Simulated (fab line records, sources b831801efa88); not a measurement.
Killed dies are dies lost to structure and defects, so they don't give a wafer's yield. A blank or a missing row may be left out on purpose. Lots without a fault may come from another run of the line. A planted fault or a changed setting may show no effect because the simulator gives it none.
Which tool did it? | flow gf180mcu | 14 lots, 42 wafers sampled, at 5 steps of a route of 602

WHAT THE GAUGES READ, wafer by wafer
GF_VT_IMPLANT_RS_MEAS_46: measures by four-point-probe.
lot  | measured     | on            | MVSD_RS (ohm/sq)
L689 | day 7 12:42  | film_metro-04 | 454.7 454.9 455.2
L690 | day 7 17:31  | film_metro-01 | 454.4 454.3 454.5
L691 | day 8 06:52  | film_metro-01 | 455.0 455.3 455.1
L692 | day 8 10:29  | film_metro-04 | 454.1 455.3 456.6
L694 | day 8 23:04  | film_metro-01 | 456.0 455.5 454.9
L697 | day 9 19:11  | film_metro-01 | 454.2 454.1 454.0
L702 | day 11 08:31 | film_metro-02 | 453.4 454.6 453.8
L704 | day 11 19:46 | film_metro-01 | 455.2 453.8 454.9
L706 | day 12 10:20 | film_metro-01 | 453.6 455.4 454.0
L707 | day 12 15:07 | film_metro-04 | 455.6 454.0 454.5
L708 | day 12 22:30 | film_metro-01 | 454.1 454.3 454.5
L709 | day 13 04:17 | film_metro-04 | 455.6 454.2 453.3
L710 | day 13 09:07 | film_metro-04 | 452.6 453.5 453.1
L711 | day 13 18:18 | film_metro-04 | 454.2 453.6 455.3

GF_DUAL_GATE_THK_MEAS_03.
lot  | measured     | on            | DUAL_GATE_OXIDATION_00_THK (nm)
L689 | day 7 14:58  | film_metro-03 | 11.17 10.97 10.97
L690 | day 7 19:37  | film_metro-04 | 10.92 10.82 10.77
L691 | day 8 09:58  | film_metro-03 | 11.18 11.07 11.22
L692 | day 8 12:35  | film_metro-04 | 11.15 11.10 11.07
L694 | day 9 04:01  | film_metro-02 | 18.08 18.28 18.22
L697 | day 9 21:18  | film_metro-02 | 11.15 11.23 11.18
L702 | day 11 10:36 | film_metro-03 | 10.66 10.87 10.69
L704 | day 12 03:05 | film_metro-03 | 16.70 16.81 16.93
L706 | day 12 16:24 | film_metro-02 | 10.60 10.57 10.66
L707 | day 12 21:22 | film_metro-04 | 10.51 10.54 10.53
L708 | day 13 01:37 | film_metro-03 | 10.55 10.58 10.45
L709 | day 13 06:29 | film_metro-04 | 10.96 11.14 11.07
L710 | day 13 11:13 | film_metro-03 | 10.88 10.83 10.70
L711 | day 13 20:25 | film_metro-02 | 10.38 10.48 10.57

GF_HV_LDD_OVL_MEAS_08.
lot  | measured     | on         | HV_LDD_OVL (nm)
L689 | day 9 23:50  | overlay-01 | -1.4 -1.0 0.1
L690 | day 10 03:48 | overlay-02 | -1.0 1.0 -0.8
L691 | day 10 17:56 | overlay-02 | 1.0 2.6 0.8
L692 | day 11 00:50 | overlay-02 | -1.2 0.4 0.0
L694 | day 11 10:11 | overlay-02 | 1.1 -0.9 1.1
L697 | day 12 09:50 | overlay-01 | 0.6 0.4 0.9
L702 | day 14 07:02 | overlay-01 | -0.2 0.1 -0.1
L704 | day 14 19:38 | overlay-01 | -1.5 -1.3 -1.2
L706 | day 15 13:50 | overlay-01 | 1.4 2.4 2.0
L707 | day 15 17:33 | overlay-02 | 0.4 3.5 1.6
L708 | day 15 21:10 | overlay-02 | -0.3 0.2 -0.2
L709 | day 16 06:49 | overlay-02 | 0.8 0.7 1.7
L710 | day 16 10:13 | overlay-02 | 2.3 1.7 2.6
L711 | day 16 17:34 | overlay-02 | 0.7 1.7 1.3

GF_HV_LDD_TW_MEAS_11.
lot  | measured     | on            | HV_LDD_TW
L689 | day 10 00:07 | film_metro-01 | 2429 2431 2435
L690 | day 10 04:05 | film_metro-01 | 2440 2446 2435
L691 | day 10 18:13 | film_metro-02 | 2390 2400 2393
L692 | day 11 01:07 | film_metro-02 | 2405 2404 2409
L694 | day 11 10:28 | film_metro-02 | 2422 2420 2409
L697 | day 12 10:07 | film_metro-02 | 2397 2411 2406
L702 | day 14 07:20 | film_metro-02 | 2414 2406 2417
L704 | day 14 19:56 | film_metro-01 | 2443 2434 2437
L706 | day 15 14:08 | film_metro-01 | 2417 2432 2426
L707 | day 15 17:50 | film_metro-01 | 2446 2429 2433
L708 | day 15 21:28 | film_metro-04 | 2390 2392 2403
L709 | day 16 07:07 | film_metro-01 | 2438 2448 2437
L710 | day 16 10:30 | film_metro-04 | 2401 2382 2382
L711 | day 16 17:52 | film_metro-01 | 2440 2440 2446

WHICH TOOL RAN EACH LOT (tool, then ch and the chambers of the sampled wafers, then the start)
lot  | GF_DUAL_GATE_OXIDATION_02
L689 | furnace-02 ch 0, day 7 13:30
L690 | furnace-02 ch 0, day 7 18:10
L691 | furnace-01 ch 0, day 8 08:31
L692 | furnace-02 ch 0, day 8 11:08
L694 | furnace-01 ch 0, day 8 23:58
L697 | furnace-02 ch 0, day 9 19:50
L702 | furnace-01 ch 0, day 11 09:08
L704 | furnace-01 ch 0, day 11 22:55
L706 | furnace-01 ch 0, day 12 14:56
L707 | furnace-02 ch 0, day 12 19:56
L708 | furnace-02 ch 0, day 13 00:10
L709 | furnace-01 ch 0, day 13 05:02
L710 | furnace-01 ch 0, day 13 09:45
L711 | furnace-01 ch 0, day 13 18:58
- GF_DUAL_GATE_OXIDATION_02: stabilise 600 s, purge 300 s, target thk 10.887 nm.

WHAT THE TOOLS THEMSELVES READ (means of the sampled wafers that have a number; where no wafer has one, the mark that the record gives instead)
GF_DUAL_GATE_OXIDATION_02.
lot  | tool       | ox_temp_c_max | zone_power_bottom_pct (%) | zone_power_centre_pct (%)
L689 | furnace-02 | 903.8         | 27.1                      | 17.8
L690 | furnace-02 | 904.4         | 27.3                      | 17.9
L691 | furnace-01 | 904.0         | 30.1                      | 21.1
L692 | furnace-02 | 903.5         | 27.3                      | 18.1
L694 | furnace-01 | 903.8         | 30.1                      | 20.7
L697 | furnace-02 | 903.4         | 27.2                      | 17.7
L702 | furnace-01 | 903.9         | 30.0                      | 21.0
L704 | furnace-01 | 903.9         | 29.9                      | 21.0
L706 | furnace-01 | 903.1         | 29.9                      | 20.9
L707 | furnace-02 | 904.0         | 27.1                      | 18.1
L708 | furnace-02 | 904.0         | 27.4                      | 18.0
L709 | furnace-01 | 903.8         | 30.5                      | 21.0
L710 | furnace-01 | 903.4         | 30.1                      | 21.0
L711 | furnace-01 | 904.0         | 30.2                      | 20.8

THE ANSWER, worked out from the rows above alone
Rule: what is usual is taken from the lots themselves. Put in order of their means at a reading, lots are off if they are a third of the lots or fewer, leave a main group of 4 or more, and stand apart from it by a gap of 3 or more times the standard deviation of the main group's means; of several such gaps the widest counts. A main group whose means are all the same, to the digits that the tables above print for the reading, isn't used. A lot without any number at a reading at which 4 lots or more have one is off too. The other lots that the step has rows for count as sound. The gauges are gone through in route order, then the tools' own readings, and for those a lot's mean is taken as printed above. The first step at which some lot is off is used, and at that step the reading that is off furthest; a lot without a number counts as furthest.
Off: L694, L704, at GF_DUAL_GATE_THK_MEAS_03 (DUAL_GATE_OXIDATION_00_THK). The main group: mean 10.84 nm, standard deviation 0.25.
A tool fits if, at a process step before that reading, it ran every lot that is off, and no sound lot after the first of them. The gauges at GF_DUAL_GATE_THK_MEAS_03 are tried like those tools. None of those tried fits.

WHAT THE SIMULATOR HAD PUT IN
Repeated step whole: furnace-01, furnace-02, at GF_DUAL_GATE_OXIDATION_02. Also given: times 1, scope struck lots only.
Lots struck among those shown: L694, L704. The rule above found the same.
